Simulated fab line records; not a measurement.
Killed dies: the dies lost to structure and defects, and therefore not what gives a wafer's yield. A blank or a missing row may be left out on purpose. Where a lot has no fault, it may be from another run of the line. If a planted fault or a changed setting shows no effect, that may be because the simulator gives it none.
One fault through the eyes of 2 desks    flow sky130    only its own numbers are on each desk; what lay behind them is given at the end

FROM THE METROLOGY DESK
What the gauges read, lot by lot, whatever tool the lot ran on: means of the sampled wafers that have a number. Any lot whose mean is over 4 standard deviations away from the usual mean is out of limits and marked OUT; that distance is given in the brackets.
Columns: A = NWELL_00_OVL at SKY_NWELL_OVL_MEAS_10, usual 0.0 nm; B = cd-nm at SKY_POLY_GATE_CD_MEAS_13, usual 149.9 nm
lot   first seen here  A     B
L960  day 4 11:38      -0.6  152.1
L962  day 4 21:56      -0.1  148.5
L963  day 5 04:06      -0.5  149.4
L964  day 5 12:38      -0.7  147.8
L965  day 5 23:44      -0.7  149.2
L966  day 6 04:26      2.6   149.3
L969  day 6 23:50      -1.7  152.4
L970  day 7 02:24      -0.7  149.2
L972  day 7 15:41      0.5   149.2
L973  day 7 16:59      0.1   148.3
L974  day 7 23:47      -1.1  149.6
L980  day 9 14:17      0.1   149.0
L981  day 9 16:08      -0.9  150.3
Result from this desk: across the 13 lots, nothing is out of limits.

FOR THE TOOL OWNER'S DESK: wet-bench-01
The tool's own readings at SKY_GATE_OXIDE_CLEAN_00 (cleans in SC1/SC2, time 150 s): means of the sampled wafers that have a number, for each lot that ran on this tool. Any lot whose mean is over 4 standard deviations away from the usual mean is out of limits and marked OUT; that distance is given in the brackets.
Columns: A = run-length-s at SKY_GATE_OXIDE_CLEAN_00, usual 180 s
lot   first seen here  A
L960  day 12 13:27     177
L964  day 13 22:40     184
L972  day 16 21:52     175
L980  day 19 16:00     175
L981  day 19 19:21     69 (-29) OUT
This desk finds L981 out of limits, L981 being first, at day 19 19:21 (run-length-s at SKY_GATE_OXIDE_CLEAN_00). Within limits: L960, L964, L972, L980.

ALL TOGETHER
On L981, at day 19 19:21, an alarm was possible from the tool owner's desk.
The metrology desk saw nothing out of limits.
The metrology desk has L981 on record, within its limits.
SKY_GATE_OXIDE_CLEAN_00 was run on wet-bench-01 by each of the lots named.

WHAT THE SIMULATOR PUT IN
wet-bench-01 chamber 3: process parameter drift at SKY_GATE_OXIDE_CLEAN_00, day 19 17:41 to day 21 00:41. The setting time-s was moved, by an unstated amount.
Lots struck among those shown: L981.
Time in hours from fault onset to the first out-of-limits reading at each desk: the tool owner's desk, 2.
